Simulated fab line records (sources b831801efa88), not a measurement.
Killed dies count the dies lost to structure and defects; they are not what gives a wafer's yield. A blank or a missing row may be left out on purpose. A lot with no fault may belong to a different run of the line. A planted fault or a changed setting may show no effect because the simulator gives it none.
Struck lot and sound lot, side by side    flow gf180mcu    21 steps out of a route of 602
Sound: wafers L676.1, L676.3, L676.4. The struck wafers were L679.2, L679.3, L679.5. The cause comes at the end.
Each step with rows lists, per side, the tool, then ch with its chambers, then its first start. Under that, the readings that differ: sound wafers    struck wafers    difference of the means    sigmas: that difference in standard deviations of wafers without a fault.
alike: readings whose means differ by less than 2 such deviations, and words and numbers that are the same on both sides. not compared: withheld readings, readings that some wafer has no value for, bounds like >300 that may hide the same value, and numbers for which the record gives no deviation and whose values overlap.
A row with sigmas, a row that says differs or no value, or rows on one side alone: a step with any of these is where the two part. Numbers that have no deviation but don't overlap get no sigmas and don't part them. A reading that every wafer of one side lacks parts them only if that side has two wafers or more.

GF_VT_IMPLANT_RS_MEAS_46: a four-point-probe measurement.
  sound: filmMetro-01 at day 10 20:01; struck: filmMetro-01 at day 12 00:11
  alike: MVSD_RS
GF_VT_IMPLANT_RS_MEAS_47: a four-point-probe measurement.
  sound: filmMetro-01 at day 10 20:08; struck: filmMetro-01 at day 12 00:19
  alike: NWELL_RS
GF_VT_IMPLANT_RS_MEAS_48: a four-point-probe measurement.
  sound: filmMetro-01 at day 10 20:16; struck: filmMetro-01 at day 12 00:26
  alike: LVPWELL_RS
GF_VT_IMPLANT_RS_MEAS_49: a four-point-probe measurement.
  sound: filmMetro-01 at day 10 20:23; struck: filmMetro-01 at day 12 00:33
reading            sound                 struck                difference  sigmas
MVPSD_RS (ohm/sq)  1176.8 1173.4 1169.4  1170.0 1167.5 1165.2  -5.6        -2
then, 4 steps without rows for these wafers: GF_VT_IMPLANT_WET_ETCH_50 (etches SiO2 in dHF, target depth 20 nm, time 400 s); GF_DUAL_GATE_CLEAN_00 (cleans in SC1/SC2, time 150 s); GF_DUAL_GATE_CLEAN_01 (cleans in dHF, time 20 s); GF_DUAL_GATE_OXIDATION_02 (stabilise 600 s, purge 300 s, target thk 10.887 nm).
GF_DUAL_GATE_THK_MEAS_03:
  sound: filmMetro-03 at day 10 22:07; struck: filmMetro-03 at day 12 03:17
  alike: DUAL_GATE_OXIDATION_00_THK
then, 3 steps without rows for these wafers: GF_DUAL_GATE_DEHYDRATE_04 (time 60 s); GF_DUAL_GATE_HMDS_05 (prime time 60 s); GF_DUAL_GATE_COAT_06 (resist thk 981.1 nm).
GF_DUAL_GATE_SOFTBAKE_07: time 60 s.
  sound on lithoTrack-01 ch 0, day 11 06:45; struck on lithoTrack-01 ch 0, day 12 13:32
reading                                        sound              struck                difference  sigmas
runLengthS (s)                                 89.01 89.21 89.09  120.16 120.23 120.01  +31.03      +99 or more
model.NOVOLAK_of_DUAL_GATE_COAT_06.thkNm (nm)  980.5 980.9 980.1  973.1 973 971.4       -8.0        
  alike: resistLineTempC
then, 2 steps without rows for these wafers: GF_DUAL_GATE_EXPOSE_08 (exposes mask Dualgate, target cd 700 nm); GF_DUAL_GATE_PEB_09.
GF_DUAL_GATE_DEVELOP_10: develop time 60 s.
  sound on lithoTrack-02 ch 0, day 11 15:54; struck on lithoTrack-02 ch 0, day 12 23:19
reading                                        sound            struck           difference  sigmas
model.NOVOLAK_of_DUAL_GATE_COAT_06.thkNm (nm)  980 980.5 979.7  972.7 972.6 971  -8.0        
  alike: resistLineTempC
GF_DUAL_GATE_OVL_MEAS_11:
  sound: overlay-01 at day 11 16:03; struck: overlay-02 at day 12 23:28
  alike: DUAL_GATE_OVL
then, 1 step without rows for these wafers: GF_DUAL_GATE_WET_ETCH_12 (etches SiO2 in dHF, target depth 13 nm, time 260 s).
GF_DUAL_GATE_STRIP_13: strips in O2/N2.
  sound on plasmaAsher-01 ch 0,1, day 11 16:10; struck on plasmaAsher-01 ch 1, day 12 23:34
reading                   sound              struck             difference  sigmas
stripTimeToEndpointS (s)  12.39 12.40 12.39  12.33 12.31 12.29  -0.08       -3
  alike: drypumpMotorCurrentA, heaterPowerW, oesProductAu
  not compared: rfHoursCounterH
then, 1 step without rows for these wafers: GF_DUAL_GATE_CLEAN_14 (cleans in SC1/SC2, time 150 s).
GF_PASSIVATION_PROBE_99:
  sound wafers here have rows in the record (prober-02, day 32 10:47); struck ones have none

WHERE THEY PART
At GF_VT_IMPLANT_RS_MEAS_49 first; at GF_PASSIVATION_PROBE_99 last (within this record only).

WHY: what the simulator had put in
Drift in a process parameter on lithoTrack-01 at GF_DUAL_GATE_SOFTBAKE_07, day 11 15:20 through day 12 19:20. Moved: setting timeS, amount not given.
